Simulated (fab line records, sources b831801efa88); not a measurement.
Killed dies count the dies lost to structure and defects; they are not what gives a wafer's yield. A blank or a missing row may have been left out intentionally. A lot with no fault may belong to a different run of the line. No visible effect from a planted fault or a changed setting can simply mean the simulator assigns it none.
The tool behind it: which one? :: flow sky130 :: Sampling: 14 lots, 42 wafers, 6 of 708 route steps

WHAT EACH GAUGE READ, for each wafer
SKY_VT_ADJUST_LVTN_OVL_MEAS_18.
lot: L891
measured: day 8 22:45
on: overlay-01
VT_ADJUST_LVTN_01_OVL (nm): 3.8 2.5 2.6

lot: L892
measured: day 9 09:45
on: overlay-01
VT_ADJUST_LVTN_01_OVL (nm): 1.0 -1.5 2.6

lot: L893
measured: day 9 23:02
on: overlay-01
VT_ADJUST_LVTN_01_OVL (nm): 3.1 1.6 0.2

lot: L895
measured: day 10 09:40
on: overlay-01
VT_ADJUST_LVTN_01_OVL (nm): 1.3 2.5 2.2

lot: L899
measured: day 11 05:35
on: overlay-02
VT_ADJUST_LVTN_01_OVL (nm): 1.9 2.0 0.4

lot: L903
measured: day 12 02:49
on: overlay-01
VT_ADJUST_LVTN_01_OVL (nm): -0.3 0.3 0.6

lot: L905
measured: day 12 16:28
on: overlay-02
VT_ADJUST_LVTN_01_OVL (nm): 2.0 1.4 0.3

lot: L906
measured: day 12 23:17
on: overlay-01
VT_ADJUST_LVTN_01_OVL (nm): 1.2 0.8 1.9

lot: L907
measured: day 13 02:49
on: overlay-02
VT_ADJUST_LVTN_01_OVL (nm): 0.6 -0.5 2.9

lot: L908
measured: day 13 12:49
on: overlay-02
VT_ADJUST_LVTN_01_OVL (nm): 0.4 1.9 -0.7

lot: L909
measured: day 13 14:53
on: overlay-02
VT_ADJUST_LVTN_01_OVL (nm): 0.4 -0.5 4.2

lot: L910
measured: day 14 00:03
on: overlay-01
VT_ADJUST_LVTN_01_OVL (nm): -0.2 -0.4 0.1

lot: L911
measured: day 14 01:44
on: overlay-01
VT_ADJUST_LVTN_01_OVL (nm): 2.0 -0.4 2.6

lot: L912
measured: day 14 11:25
on: overlay-01
VT_ADJUST_LVTN_01_OVL (nm): 1.2 2.4 0.4

SKY_VT_ADJUST_NCORE_TW_MEAS_11.
lot: L891
measured: day 9 23:30
on: film metro-02
VT_ADJUST_NCORE_TW: 29.5 29.5 29.4

lot: L892
measured: day 10 09:07
on: film metro-01
VT_ADJUST_NCORE_TW: 29.7 29.7 29.7

lot: L893
measured: day 10 22:11
on: film metro-01
VT_ADJUST_NCORE_TW: 217.1 216.2 216.3

lot: L895
measured: day 11 08:39
on: film metro-03
VT_ADJUST_NCORE_TW: 215.8 215.8 216.2

lot: L899
measured: day 12 04:53
on: film metro-02
VT_ADJUST_NCORE_TW: 215.1 214.9 216.5

lot: L903
measured: day 13 03:36
on: film metro-02
VT_ADJUST_NCORE_TW: 215.2 214.2 215.6

lot: L905
measured: day 13 17:09
on: film metro-01
VT_ADJUST_NCORE_TW: 219.7 219.6 219.3

lot: L906
measured: day 14 00:12
on: film metro-02
VT_ADJUST_NCORE_TW: 214.1 214.5 213.9

lot: L907
measured: day 14 03:46
on: film metro-02
VT_ADJUST_NCORE_TW: 214.5 213.8 214.1

lot: L908
measured: day 14 14:39
on: film metro-01
VT_ADJUST_NCORE_TW: 218.1 218.2 218.1

lot: L909
measured: day 14 16:31
on: film metro-02
VT_ADJUST_NCORE_TW: 213.7 214.0 215.5

lot: L910
measured: day 15 02:04
on: film metro-03
VT_ADJUST_NCORE_TW: 217.0 215.4 216.2

lot: L911
measured: day 15 03:45
on: film metro-01
VT_ADJUST_NCORE_TW: 218.9 219.7 217.9

lot: L912
measured: day 15 14:09
on: film metro-01
VT_ADJUST_NCORE_TW: 218.1 218.9 217.7

TOOL THAT RAN EACH LOT (tool first, then ch and the chambers of the sampled wafers, then the start)
lot: L891
SKY_FIELD_ISO_CMP_27: cmp-02 ch 0,1,2, day 2 20:36
SKY_NWELL_STRIP_14: plasma asher-02 ch 0, day 5 07:20
SKY_VT_ADJUST_LVTN_STRIP_20: plasma asher-03 ch 0,1, day 8 23:04
SKY_VT_ADJUST_NCORE_STRIP_10: plasma asher-01 ch 1, day 9 23:23

lot: L892
SKY_FIELD_ISO_CMP_27: cmp-02 ch 0,1, day 3 02:50
SKY_NWELL_STRIP_14: plasma asher-03 ch 0,1, day 5 14:55
SKY_VT_ADJUST_LVTN_STRIP_20: plasma asher-02 ch 0,1, day 9 09:58
SKY_VT_ADJUST_NCORE_STRIP_10: plasma asher-02 ch 0,1, day 10 09:02

lot: L893
SKY_FIELD_ISO_CMP_27: cmp-01 ch 0,2, day 3 12:40
SKY_NWELL_STRIP_14: plasma asher-02 ch 0,1, day 6 04:17
SKY_VT_ADJUST_LVTN_STRIP_20: plasma asher-03 ch 0,1, day 9 23:14
SKY_VT_ADJUST_NCORE_STRIP_10: plasma asher-02 ch 0,1, day 10 22:05

lot: L895
SKY_FIELD_ISO_CMP_27: cmp-02 ch 1,2, day 3 21:30
SKY_NWELL_STRIP_14: plasma asher-04 ch 0,1, day 6 13:09
SKY_VT_ADJUST_LVTN_STRIP_20: plasma asher-03 ch 0,1, day 10 09:51
SKY_VT_ADJUST_NCORE_STRIP_10: plasma asher-02 ch 0,1, day 11 08:33

lot: L899
SKY_FIELD_ISO_CMP_27: cmp-01 ch 0,2, day 4 16:49
SKY_NWELL_STRIP_14: plasma asher-02 ch 0,1, day 7 09:53
SKY_VT_ADJUST_LVTN_STRIP_20: plasma asher-03 ch 0,1, day 11 05:46
SKY_VT_ADJUST_NCORE_STRIP_10: plasma asher-01 ch 0,1, day 12 04:47

lot: L903
SKY_FIELD_ISO_CMP_27: cmp-02 ch 0,2,3, day 5 11:27
SKY_NWELL_STRIP_14: plasma asher-03 ch 0,1, day 8 06:41
SKY_VT_ADJUST_LVTN_STRIP_20: plasma asher-03 ch 0,1, day 12 03:00
SKY_VT_ADJUST_NCORE_STRIP_10: plasma asher-04 ch 0,1, day 13 03:30

lot: L905
SKY_FIELD_ISO_CMP_27: cmp-01 ch 1,2, day 5 22:08
SKY_NWELL_STRIP_14: plasma asher-04 ch 0, day 8 19:24
SKY_VT_ADJUST_LVTN_STRIP_20: plasma asher-01 ch 1, day 12 16:39
SKY_VT_ADJUST_NCORE_STRIP_10: plasma asher-04 ch 0, day 13 17:02

lot: L906
SKY_FIELD_ISO_CMP_27: cmp-01 ch 0,3, day 6 03:28
SKY_NWELL_STRIP_14: plasma asher-04 ch 0,1, day 9 01:17
SKY_VT_ADJUST_LVTN_STRIP_20: plasma asher-03 ch 0, day 12 23:29
SKY_VT_ADJUST_NCORE_STRIP_10: plasma asher-04 ch 0,1, day 14 00:06

lot: L907
SKY_FIELD_ISO_CMP_27: cmp-02 ch 0,3, day 6 08:41
SKY_NWELL_STRIP_14: plasma asher-02 ch 0,1, day 9 07:21
SKY_VT_ADJUST_LVTN_STRIP_20: plasma asher-01 ch 0,1, day 13 03:00
SKY_VT_ADJUST_NCORE_STRIP_10: plasma asher-01 ch 0,1, day 14 03:39

lot: L908
SKY_FIELD_ISO_CMP_27: cmp-02 ch 0,1,3, day 6 14:50
SKY_NWELL_STRIP_14: plasma asher-02 ch 0,1, day 9 15:53
SKY_VT_ADJUST_LVTN_STRIP_20: plasma asher-02 ch 0,1, day 13 13:00
SKY_VT_ADJUST_NCORE_STRIP_10: plasma asher-01 ch 0,1, day 14 14:33

lot: L909
SKY_FIELD_ISO_CMP_27: cmp-01 ch 1,2,3, day 6 19:18
SKY_NWELL_STRIP_14: plasma asher-04 ch 0,1, day 9 19:04
SKY_VT_ADJUST_LVTN_STRIP_20: plasma asher-03 ch 0,1, day 13 15:04
SKY_VT_ADJUST_NCORE_STRIP_10: plasma asher-04 ch 0,1, day 14 16:24

lot: L910
SKY_FIELD_ISO_CMP_27: cmp-02 ch 0,1,3, day 7 01:43
SKY_NWELL_STRIP_14: plasma asher-02 ch 0,1, day 10 01:52
SKY_VT_ADJUST_LVTN_STRIP_20: plasma asher-03 ch 0,1, day 14 00:16
SKY_VT_ADJUST_NCORE_STRIP_10: plasma asher-01 ch 0,1, day 15 01:59

lot: L911
SKY_FIELD_ISO_CMP_27: cmp-02 ch 0,2,3, day 7 04:41
SKY_NWELL_STRIP_14: plasma asher-02 ch 0,1, day 10 04:01
SKY_VT_ADJUST_LVTN_STRIP_20: plasma asher-01 ch 0,1, day 14 01:55
SKY_VT_ADJUST_NCORE_STRIP_10: plasma asher-02 ch 0,1, day 15 03:39

lot: L912
SKY_FIELD_ISO_CMP_27: cmp-02 ch 1,2, day 7 10:40
SKY_NWELL_STRIP_14: plasma asher-04 ch 0,1, day 10 11:50
SKY_VT_ADJUST_LVTN_STRIP_20: plasma asher-02 ch 0,1, day 14 11:37
SKY_VT_ADJUST_NCORE_STRIP_10: plasma asher-02 ch 0,1, day 15 14:02
- SKY_FIELD_ISO_CMP_27: polishes, stops on Si3N4, t overpolish 16 s, target thk 457.8 nm.
- SKY_NWELL_STRIP_14: strips in O2/N2.
- SKY_VT_ADJUST_LVTN_STRIP_20: strips in O2/N2.
- SKY_VT_ADJUST_NCORE_STRIP_10: strips in O2/N2.

WHAT THE TOOLS THEMSELVES READ (means of the sampled wafers that have a number; where no wafer has one, the mark that the record gives instead)
SKY_FIELD_ISO_CMP_27.
lot: L891
tool: cmp-02
motor current A (A): 12.2
overpolish run s (s): 15.996
time to endpoint s (s): 108

lot: L892
tool: cmp-02
motor current A (A): 11.9
overpolish run s (s): 16.004
time to endpoint s (s): 112

lot: L893
tool: cmp-01
motor current A (A): 10.7
overpolish run s (s): 15.997
time to endpoint s (s): 110

lot: L895
tool: cmp-02
motor current A (A): 12.2
overpolish run s (s): 16.006
time to endpoint s (s): 111

lot: L899
tool: cmp-01
motor current A (A): 11.5
overpolish run s (s): 15.998
time to endpoint s (s): 111

lot: L903
tool: cmp-02
motor current A (A): 11.7
overpolish run s (s): 16.005
time to endpoint s (s): 110

lot: L905
tool: cmp-01
motor current A (A): 11.2
overpolish run s (s): 16.000
time to endpoint s (s): 114

lot: L906
tool: cmp-01
motor current A (A): 10.7
overpolish run s (s): 15.994
time to endpoint s (s): 110

lot: L907
tool: cmp-02
motor current A (A): 12.0
overpolish run s (s): 15.998
time to endpoint s (s): 108

lot: L908
tool: cmp-02
motor current A (A): 12.0
overpolish run s (s): 16.008
time to endpoint s (s): 108

lot: L909
tool: cmp-01
motor current A (A): 11.8
overpolish run s (s): 16.006
time to endpoint s (s): 109

lot: L910
tool: cmp-02
motor current A (A): 12.2
overpolish run s (s): 15.996
time to endpoint s (s): 111

lot: L911
tool: cmp-02
motor current A (A): 12.1
overpolish run s (s): 16.004
time to endpoint s (s): 109

lot: L912
tool: cmp-02
motor current A (A): 12.1
overpolish run s (s): 15.997
time to endpoint s (s): 112

SKY_NWELL_STRIP_14.
lot: L891
tool: plasma asher-02
chamber pressure mTorr (mTorr): 1500.4
drypump motor current A (A): 5.70
oes product au (a.u.): 0.724
strip time to endpoint s (s): 36.93

lot: L892
tool: plasma asher-03
chamber pressure mTorr (mTorr): 1499.4
drypump motor current A (A): 5.29
oes product au (a.u.): 0.717
strip time to endpoint s (s): 36.88

lot: L893
tool: plasma asher-02
chamber pressure mTorr (mTorr): 1500.6
drypump motor current A (A): 5.86
oes product au (a.u.): 0.720
strip time to endpoint s (s): 37.15

lot: L895
tool: plasma asher-04
chamber pressure mTorr (mTorr): 1499.1
drypump motor current A (A): 5.89
oes product au (a.u.): 0.723
strip time to endpoint s (s): 36.95

lot: L899
tool: plasma asher-02
chamber pressure mTorr (mTorr): 1500.4
drypump motor current A (A): 5.78
oes product au (a.u.): 0.720
strip time to endpoint s (s): 36.99

lot: L903
tool: plasma asher-03
chamber pressure mTorr (mTorr): 1500.4
drypump motor current A (A): 5.27
oes product au (a.u.): 0.723
strip time to endpoint s (s): 36.97

lot: L905
tool: plasma asher-04
chamber pressure mTorr (mTorr): 1500.2
drypump motor current A (A): 5.90
oes product au (a.u.): 0.724
strip time to endpoint s (s): 36.93

lot: L906
tool: plasma asher-04
chamber pressure mTorr (mTorr): 1499.5
drypump motor current A (A): 5.90
oes product au (a.u.): 0.721
strip time to endpoint s (s): 36.81

lot: L907
tool: plasma asher-02
chamber pressure mTorr (mTorr): 1499.0
drypump motor current A (A): 5.84
oes product au (a.u.): 0.725
strip time to endpoint s (s): 36.88

lot: L908
tool: plasma asher-02
chamber pressure mTorr (mTorr): 1500.6
drypump motor current A (A): 5.84
oes product au (a.u.): 0.723
strip time to endpoint s (s): 37.21

lot: L909
tool: plasma asher-04
chamber pressure mTorr (mTorr): 1501.7
drypump motor current A (A): 5.87
oes product au (a.u.): 0.722
strip time to endpoint s (s): 37.06

lot: L910
tool: plasma asher-02
chamber pressure mTorr (mTorr): 1500.3
drypump motor current A (A): 5.79
oes product au (a.u.): 0.723
strip time to endpoint s (s): 36.84

lot: L911
tool: plasma asher-02
chamber pressure mTorr (mTorr): 1499.4
drypump motor current A (A): 5.85
oes product au (a.u.): 0.725
strip time to endpoint s (s): 36.83

lot: L912
tool: plasma asher-04
chamber pressure mTorr (mTorr): 1500.3
drypump motor current A (A): 5.87
oes product au (a.u.): 0.725
strip time to endpoint s (s): 36.94

SKY_VT_ADJUST_LVTN_STRIP_20.
lot: L891
tool: plasma asher-03
chamber pressure mTorr (mTorr): -
drypump motor current A (A): -
oes product au (a.u.): -
strip time to endpoint s (s): -

lot: L892
tool: plasma asher-02
chamber pressure mTorr (mTorr): -
drypump motor current A (A): -
oes product au (a.u.): -
strip time to endpoint s (s): -

lot: L893
tool: plasma asher-03
chamber pressure mTorr (mTorr): 1500.2
drypump motor current A (A): 5.29
oes product au (a.u.): 0.710
strip time to endpoint s (s): 14.16

lot: L895
tool: plasma asher-03
chamber pressure mTorr (mTorr): 1501.1
drypump motor current A (A): 5.27
oes product au (a.u.): 0.713
strip time to endpoint s (s): 14.18

lot: L899
tool: plasma asher-03
chamber pressure mTorr (mTorr): 1500.2
drypump motor current A (A): 5.29
oes product au (a.u.): 0.717
strip time to endpoint s (s): 14.21

lot: L903
tool: plasma asher-03
chamber pressure mTorr (mTorr): 1500.5
drypump motor current A (A): 5.27
oes product au (a.u.): 0.715
strip time to endpoint s (s): 14.23

lot: L905
tool: plasma asher-01
chamber pressure mTorr (mTorr): 1499.4
drypump motor current A (A): 5.28
oes product au (a.u.): 0.715
strip time to endpoint s (s): 14.12

lot: L906
tool: plasma asher-03
chamber pressure mTorr (mTorr): 1498.6
drypump motor current A (A): 5.31
oes product au (a.u.): 0.717
strip time to endpoint s (s): 14.25

lot: L907
tool: plasma asher-01
chamber pressure mTorr (mTorr): 1499.5
drypump motor current A (A): 5.23
oes product au (a.u.): 0.715
strip time to endpoint s (s): 14.17

lot: L908
tool: plasma asher-02
chamber pressure mTorr (mTorr): 1498.7
drypump motor current A (A): 5.85
oes product au (a.u.): 0.712
strip time to endpoint s (s): 14.22

lot: L909
tool: plasma asher-03
chamber pressure mTorr (mTorr): 1501.2
drypump motor current A (A): 5.28
oes product au (a.u.): 0.724
strip time to endpoint s (s): 14.23

lot: L910
tool: plasma asher-03
chamber pressure mTorr (mTorr): 1499.7
drypump motor current A (A): 5.29
oes product au (a.u.): 0.721
strip time to endpoint s (s): 14.21

lot: L911
tool: plasma asher-01
chamber pressure mTorr (mTorr): 1499.4
drypump motor current A (A): 5.18
oes product au (a.u.): 0.712
strip time to endpoint s (s): 14.10

lot: L912
tool: plasma asher-02
chamber pressure mTorr (mTorr): 1501.1
drypump motor current A (A): 5.84
oes product au (a.u.): 0.715
strip time to endpoint s (s): 14.20

SKY_VT_ADJUST_NCORE_STRIP_10.
lot: L891
tool: plasma asher-01
chamber pressure mTorr (mTorr): 1501.6
drypump motor current A (A): 5.3
oes product au (a.u.): 0.722
strip time to endpoint s (s): 31.36

lot: L892
tool: plasma asher-02
chamber pressure mTorr (mTorr): 1499.9
drypump motor current A (A): 5.8
oes product au (a.u.): 0.718
strip time to endpoint s (s): 31.31

lot: L893
tool: plasma asher-02
chamber pressure mTorr (mTorr): 1500.3
drypump motor current A (A): 5.8
oes product au (a.u.): 0.715
strip time to endpoint s (s): 14.16

lot: L895
tool: plasma asher-02
chamber pressure mTorr (mTorr): 1498.8
drypump motor current A (A): 5.8
oes product au (a.u.): 0.714
strip time to endpoint s (s): 14.21

lot: L899
tool: plasma asher-01
chamber pressure mTorr (mTorr): 1499.6
drypump motor current A (A): 5.2
oes product au (a.u.): 0.714
strip time to endpoint s (s): 14.23

lot: L903
tool: plasma asher-04
chamber pressure mTorr (mTorr): 1501.0
drypump motor current A (A): 5.9
oes product au (a.u.): 0.714
strip time to endpoint s (s): 14.23

lot: L905
tool: plasma asher-04
chamber pressure mTorr (mTorr): 1499.5
drypump motor current A (A): 5.9
oes product au (a.u.): 0.713
strip time to endpoint s (s): 14.22

lot: L906
tool: plasma asher-04
chamber pressure mTorr (mTorr): 1500.9
drypump motor current A (A): 5.9
oes product au (a.u.): 0.715
strip time to endpoint s (s): 14.27

lot: L907
tool: plasma asher-01
chamber pressure mTorr (mTorr): 1501.8
drypump motor current A (A): 5.2
oes product au (a.u.): 0.715
strip time to endpoint s (s): 14.15

lot: L908
tool: plasma asher-01
chamber pressure mTorr (mTorr): 1501.4
drypump motor current A (A): 5.2
oes product au (a.u.): 0.716
strip time to endpoint s (s): 14.28

lot: L909
tool: plasma asher-04
chamber pressure mTorr (mTorr): 1500.8
drypump motor current A (A): 5.9
oes product au (a.u.): 0.716
strip time to endpoint s (s): 14.19

lot: L910
tool: plasma asher-01
chamber pressure mTorr (mTorr): 1499.3
drypump motor current A (A): 5.2
oes product au (a.u.): 0.721
strip time to endpoint s (s): 14.25

lot: L911
tool: plasma asher-02
chamber pressure mTorr (mTorr): 1499.6
drypump motor current A (A): 5.8
oes product au (a.u.): 0.713
strip time to endpoint s (s): 14.21

lot: L912
tool: plasma asher-02
chamber pressure mTorr (mTorr): 1498.4
drypump motor current A (A): 5.9
oes product au (a.u.): 0.717
strip time to endpoint s (s): 14.16

THE ANSWER, worked out from the rows above alone
Rule: the lots themselves supply what counts as usual. Put in order of their means at a reading, lots are off if they are a third of the lots or fewer, leave a main group of 4 or more, and stand apart from it by a gap of 3 or more times the standard deviation of the main group's means; of several such gaps the widest counts. A main group is skipped when, at the precision printed for the reading in the tables above, its means are all equal. Also off: a lot with no number at a reading for which 4 or more lots have one. The other lots that the step has rows for count as sound. First the gauges in route order, then the tools' own readings, where a lot's mean is used as printed above. The first step at which some lot is off is used, and at that step the reading that is off furthest; a lot without a number counts as furthest.
Off: L891, L892, seen at SKY_VT_ADJUST_NCORE_TW_MEAS_11 (VT_ADJUST_NCORE_TW). The main group has a mean of 216.4 with a standard deviation of 1.8.
If a tool, at a process step before that reading, ran all the lots that are off and no sound lot after the first of them, it fits. Not tried: the gauges at SKY_VT_ADJUST_NCORE_TW_MEAS_11; whatever is off there is also off at SKY_VT_ADJUST_LVTN_STRIP_20, on other tools, and gauge error can't account for it. Not one of the candidates tried fits.

WHAT THE SIMULATOR HAD PUT IN
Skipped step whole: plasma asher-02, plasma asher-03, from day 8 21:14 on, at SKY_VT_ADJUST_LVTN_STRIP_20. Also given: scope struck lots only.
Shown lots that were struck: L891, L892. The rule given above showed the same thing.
